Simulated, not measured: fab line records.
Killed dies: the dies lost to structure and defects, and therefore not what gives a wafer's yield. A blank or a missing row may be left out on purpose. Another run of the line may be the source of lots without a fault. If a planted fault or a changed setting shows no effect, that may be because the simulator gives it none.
Code-filled problem report in 8D (eight disciplines) form | flow sky130 | the parts of the form that need people (team, actions taken, sign-off) are left out

== 1. WHAT IS WRONG ==
At SKY_METAL4_SPUTTER_03, cathode_dc_power_W averages 2863.4 W over 6 wafers from 2 lots, while fault-free wafers read 3000.0 W, standard deviation 0.54. That is -99 or more standard deviations from the usual mean.
The step: material Ti, target thk 5 nm, time 3.3 s.
The first sign was on wafer L698.1 at day 42 10:09, on pvd_sputter-04. At this step, 36 wafers from 12 lots have a number in the record. Rule for "out", or "out of limits": more than 4 standard deviations from the usual mean. All remaining wafers that have a number are taken as sound.

== 2. WHAT IT IS, WHAT IT ISN'T ==
question                    | is                     | is not
which readings at this step | cathode_dc_power_W     | chamber_pressure_pa, throttle_valve_pct
which lots                  | L698, L700             | L689, L691, L692, L693, L699, L704, L705, L708, L710, L711
which wafers of those lots  | all that have a number | -
read on which tools         | pvd_sputter-04         | pvd_sputter-01, pvd_sputter-02
when                        | from day 42 10:09      | up to then (12 sound wafers); but 18 sound wafers of L699, L704, L705, L708, L710, L711 came after

== 3. WHAT RULES OUT EACH SUSPECT ==
Counting: a tool at any process step up to the reading remains a suspect when it ran all the lots that are out and ran no sound lot after the first of those.
- pvd_sputter-04 at SKY_METAL4_SPUTTER_03 (material Ti, target thk 5 nm, time 3.3 s): ruled out as a lasting fault. After its first lot that is out, L698 (day 42 10:09), sound lots L710, L711 ran on it.
Left after counting: nothing in the record.

== 4. THE CAUSE (what the simulator had put in) ==
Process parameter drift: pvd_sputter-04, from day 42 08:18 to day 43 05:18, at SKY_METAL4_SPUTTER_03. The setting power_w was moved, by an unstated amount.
Counting ruled it out, wrongly.

== 5. SEQUENCE OF EFFECTS, ordered by route ==
Rows list readings where the struck wafers' mean (over those with a number) sits beyond 3 standard deviations from the usual. Scope: only readings with a usual standard deviation given in the record; hours: median across lots of the time from each lot's start at the first step in this table that gives one to its start at this step; sigmas: change in usual standard deviations.
hours | step                  | reading            | usual    | on struck wafers | change | sigmas
0     | SKY_METAL4_SPUTTER_03 | cathode_dc_power_W | 3000.0 W | 2863.4           | -136.6 | -99 or more
Its process steps:
- SKY_METAL4_SPUTTER_03: material Ti, target thk 5 nm, time 3.3 s.
Later steps that measure or inspect, where all struck wafers having a row at the step show a number for every such reading and not one has moved that far: SKY_CAP2M_RS_MEAS_03.

== 6. WHAT WOULD HAVE CAUGHT IT SOONER ==
2 hours passed between the start of the fault at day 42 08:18 and the first reading out of limits in this record, taken at day 42 10:09.
